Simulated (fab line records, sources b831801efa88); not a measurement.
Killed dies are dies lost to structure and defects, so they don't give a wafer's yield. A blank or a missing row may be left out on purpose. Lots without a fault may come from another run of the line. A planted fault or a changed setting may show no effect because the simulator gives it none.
fab line records | flow gf180mcu
record lots=7 wafers=21 last_day=34
route steps=602 shown V4@477
lots that met no fault: from a run of the same line without faults
start_h: hours from the record's first day to the start of the lot's first wafer shown | wait_h: hours since the lot's step before | " the same as in the row above | L1.1+2: a row that stands for several wafers | - no value, or no start given | * or withheld: withheld | < > ~ a bound
route shown NAME@n: a module of which the file shows steps, and the number in the route of the first | usual: mean/standard deviation of fault-free wafers | same: alike in all rows | chamber/n: place in a boat | sites: the reading at each site | _std_site: their standard deviation | _edge_site: outer sites' mean less inner sites' | radius_mm: how far each site lies from the wafer's centre | mask NAME#n: copy n | behind: the tool/chamber that last shaped the wafer | hold: why the lot was held/for how many hours/how that ended | device: the transistor (n, p or np) that didn't switch | end of line: the same wafers' tests at the end of the route | a step without rows: its recipe alone | killed: dies lost to structure and defects at the first sort, not the wafer's yield | map: a wafer's dies, x killed, . not, _ none there
set.NAME: the setting as run; set.NAME@STEP: as run at that earlier step | model.NAME: the simulator's own value behind a step, which no gauge read
lots at some steps of the route; a table a step, a row a wafer
services: from which hour (start_h, from the record's first day; less than 0 if before it) a tool's chamber was out of use, for how many hours, and why
## steps
# step GF_V4_THK_MEAS_01
# recipe reads=SiO2_of_V4_CVD_00
# usual V4_CVD_00_THK=585/5.2
# columns lot.wafer tool chamber start_h wait_h V4_CVD_00_THK[nm]
L275.2 film_metro-04 - 536.92 0.0 583
L275.3 " - " " 574
L275.5 " - " " 584
L280.2 film_metro-02 - 585.62 0.1 593
L280.4 " - " " 588
L280.6 " - " " 593
L282.1 film_metro-02 - 600.07 0.0 580
L282.5 " - " " 579
L282.6 " - " " 582
L281.1 film_metro-04 - 605.57 0.0 578
L281.3 " - " " 580
L281.4 " - " " 584
L294.3 film_metro-02 - 685.92 0.1 584
L294.4 " - " " 583
L294.6 " - " " 589
L295.2 film_metro-04 - 699.11 0.0 577
L295.3 " - " " 584
L295.5 " - " " 584
L297.1 film_metro-04 - 709.01 0.0 595
L297.2 " - " " 592
L297.4 " - " " 587
# step GF_V4_CVD_02
# recipe material=SiO2 target_thk_nm=850 precursor=TEOS temp_c=400 time_s=94.851 rf_w=600
# usual heater_power_w=655/110
# columns lot.wafer tool chamber start_h wait_h heater_power_w
L275.2 pecvd-02 1 536.97 0.0 653
L275.3 " 0 " " 812
L275.5 " 2 " " 636
L280.2 pecvd-02 2 585.67 0.0 713
L280.4 " 0 " " 790
L280.6 " 1 " " 631
L282.1 pecvd-02 1 600.13 0.1 616
L282.5 " 0 " " 836
L282.6 " 2 " " 761
L281.1 pecvd-02 1 605.63 0.1 668
L281.3 " 0 " " 820
L281.4 " 2 " " 628
L294.3 pecvd-03 1 685.96 0.0 648
L294.4 " 0 " " 403
L294.6 " 2 " " 613
L295.2 pecvd-02 2 699.16 0.0 761
L295.3 " 1 " " 553
L295.5 " 2 " " 816
L297.1 pecvd-04 1 709.07 0.1 585
L297.2 " 2 " " 700
L297.4 " 1 " " 452
# step GF_V4_THK_MEAS_03
# recipe reads=SiO2_of_V4_CVD_02
# usual V4_CVD_02_THK=847/11
# columns lot.wafer tool chamber start_h wait_h V4_CVD_02_THK[nm]
L275.2 film_metro-02 - 537.05 0.0 828
L275.3 " - " " 831
L275.5 " - " " 857
L280.2 film_metro-03 - 585.75 0.0 847
L280.4 " - " " 855
L280.6 " - " " 853
L282.1 film_metro-04 - 600.20 0.0 852
L282.5 " - " " 863
L282.6 " - " " 872
L281.1 film_metro-03 - 605.70 0.0 827
L281.3 " - " " 832
L281.4 " - " " 848
L294.3 film_metro-04 - 686.05 0.1 848
L294.4 " - " " 878
L294.6 " - " " 859
L295.2 film_metro-03 - 699.24 0.0 829
L295.3 " - " " 826
L295.5 " - " " 847
L297.1 film_metro-02 - 709.14 0.0 838
L297.2 " - " " 843
L297.4 " - " " 855
# step GF_V4_CMP_04
# recipe material=SiO2 down_force_psi=4 platen_rpm=60 pad_velocity_m_s=0.94248
# usual motor_current_A=11.3/1.2 time_to_endpoint_s=74/4.8
# columns lot.wafer tool chamber start_h wait_h motor_current_A time_to_endpoint_s
L275.2 cmp-01 2 537.15 0.1 10.8 70
L275.3 " 3 " " 12.0 65
L275.5 " 1 " " 13.3 81
L280.4 cmp-01 0 585.80 0.0 9.6 75
L280.2 " 1 " " 12.4 76
L280.6 " 0 " " 9.5 75
L282.1 cmp-01 3 600.36 0.1 11.4 74
L282.5 " 1 " " 12.9 81
L282.6 " 2 " " 10.5 85
L281.1 cmp-01 0 605.76 0.1 9.9 67
L281.4 " 2 " " 10.4 77
L281.3 " 3 " " 11.7 72
L294.3 cmp-01 3 686.14 0.1 11.5 71
L294.4 " 0 " " 10.4 82
L294.6 " 2 " " 10.7 78
L295.2 cmp-01 3 699.34 0.1 11.1 66
L295.3 " 1 " " 12.3 64
L295.5 " 2 " " 11.0 74
L297.4 cmp-01 3 709.20 0.0 10.8 77
L297.1 " 1 " " 12.5 70
L297.2 " 2 " " 10.7 74
# step GF_V4_BOW_MEAS_05
# recipe mode=bow
# usual V4_BOW=139/8
# columns lot.wafer tool chamber start_h wait_h V4_BOW[um]
L275.2 film_metro-02 - 537.42 0.2 140
L275.3 " - " " 140
L275.5 " - " " 143
L280.2 film_metro-02 - 586.12 0.2 127
L280.4 " - " " 113
L280.6 " - " " 139
L282.1 film_metro-02 - 600.56 0.1 132
L282.5 " - " " 132
L282.6 " - " " 117
L281.1 film_metro-04 - 606.06 0.2 132
L281.3 " - " " 138
L281.4 " - " " 137
L294.3 film_metro-03 - 686.43 0.2 147
L294.4 " - " " 141
L294.6 " - " " 146
L295.2 film_metro-03 - 699.61 0.2 142
L295.3 " - " " 147
L295.5 " - " " 130
L297.1 film_metro-02 - 709.50 0.1 144
L297.2 " - " " 144
L297.4 " - " " 135
# step GF_V4_DEHYDRATE_06
# recipe temp_c=200 time_s=60
# step GF_V4_HMDS_07
# recipe prime_time_s=60 prime_temp_c=120
# step GF_V4_COAT_08
# recipe resist=BARC temp_c=withheld time_s=withheld spin_rpm=withheld resist_thk_nm=withheld
# step GF_V4_COAT_09
# recipe resist=KrF spin_rpm=withheld resist_thk_nm=1000
# step GF_V4_SOFTBAKE_10
# recipe temp_c=130 time_s=60 resist=KrF
# step GF_V4_EXPOSE_11
# recipe mask_id=Via4 target_cd_nm=260 na=0.68 source_shape=conventional sigma_outer=0.6 dose_mj=38
# step GF_V4_PEB_12
# recipe peb_temp_c=135 peb_time_s=90 resist=KrF
# step GF_V4_DEVELOP_13
# recipe develop_time_s=60 resist=KrF dev_temp_c=21
# usual chill_plate_temp_C=22.99/0.11 develop_time_s=60/0
# columns lot.wafer tool chamber start_h wait_h chill_plate_temp_C develop_time_s model.KrF_of_V4_COAT_09.thk_nm
L275.2 litho_track-02 0 560.46 0.2 22.98 60 987.1
L275.3 " 0 " " 23.04 60 988.2
L275.5 " 0 " " 22.98 60 985.2
L280.2 litho_track-01 - 607.19 0.2 - - 995.3
L280.4 " - " " - - 993.1
L280.6 " - " " - - 995
L282.1 litho_track-04 - 621.51 0.2 - - 997.7
L282.5 " - " " - - 997.2
L282.6 " - " " - - 998.1
L281.1 litho_track-02 - 626.48 0.2 - - 1002
L281.3 " - " " - - 1002
L281.4 " - " " - - 1002
L294.3 litho_track-01 0 704.61 0.1 22.87 60 987
L294.4 " 0 " " 23.02 60 986.1
L294.6 " 0 " " 22.96 60 986.2
L295.2 litho_track-04 0 717.43 0.2 22.92 60 984.6
L295.3 " 0 " " 22.93 60 986.8
L295.5 " 0 " " 23.06 60 983.9
L297.1 litho_track-02 0 727.03 0.2 23.04 60 986.1
L297.2 " 0 " " 23.25 60 988.8
L297.4 " 0 " " 23.05 60 987.4
# step GF_V4_CD_MEAS_14
# recipe target_cd_nm=260
# usual cd_nm=260.6/1.4
# columns lot.wafer tool chamber start_h wait_h cd_nm
L275.2 cd_sem-01 - 560.60 0.1 262.6
L275.3 " - " " 262.0
L275.5 " - " " 261.6
L280.2 cd_sem-02 - 607.36 0.1 -
L280.4 " - " " -
L280.6 " - " " -
L282.1 cd_sem-02 - 621.66 0.1 -
L282.5 " - " " -
L282.6 " - " " -
L281.1 cd_sem-02 - 626.63 0.1 -
L281.3 " - " " -
L281.4 " - " " -
L294.3 cd_sem-02 - 704.75 0.1 261.7
L294.4 " - " " 261.8
L294.6 " - " " 261.9
L295.2 cd_sem-02 - 717.58 0.1 259.4
L295.3 " - " " 260.0
L295.5 " - " " 260.5
L297.1 cd_sem-02 - 727.18 0.1 260.3
L297.2 " - " " 259.0
L297.4 " - " " 260.5
## services
# columns tool chamber start_h hours kind
pecvd-02 1 550.22 28.0 repair
pecvd-04 - 577.53 6.0 pm
pecvd-02 - 580.83 0.8 repair
pecvd-04 - 591.12 14.0 pm
pecvd-04 0 591.12 16.2 vent_cycle
pecvd-04 1 591.12 16.2 vent_cycle
pecvd-04 2 591.12 16.2 vent_cycle
pecvd-04 - 604.60 2.7 repair
pecvd-04 0 605.12 - clean
pecvd-04 1 605.12 - clean
pecvd-04 2 605.12 - clean
cmp-01 - 606.45 1.6 repair
pecvd-04 0 610.91 3.7 repair
pecvd-03 - 621.21 2.8 pm
pecvd-03 1 645.09 5.4 repair
pecvd-02 0 687.67 7.1 repair
cmp-01 - 687.69 1.5 repair
## key
first_sign step=GF_V4_DEVELOP_13 reading=tool_record direction=missing
effect none on later readings
model_effect step=GF_V4_DEVELOP_13 value=KrF_of_V4_COAT_09.thk_nm without=983 struck=997.9
met_at GF_V4_DEVELOP_13
struck_wafers L280.2,L280.4,L280.6,L281.1,L281.3,L281.4,L282.1,L282.5,L282.6
later_rows_left_out L280.2,L280.4,L280.6,L281.1,L281.3,L281.4,L282.1,L282.5,L282.6
sort_left_out L280.2,L280.4,L280.6,L281.1,L281.3,L281.4,L282.1,L282.5,L282.6
onset_between 560.46 607.19
fault kind=skipped_step_whole tool=litho_track-01,litho_track-02,litho_track-04 chamber=- onset_h=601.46 steps=GF_V4_DEVELOP_13 scope=struck_lots_only
# sort_left_out: the simulated sort isn't trusted on such a fault, so these wafers' sort isn't shown, and their yield isn't known
# later_rows_left_out: the simulator's readings of these wafers behind a module that went badly wrong aren't trusted and aren't shown, but for the sort
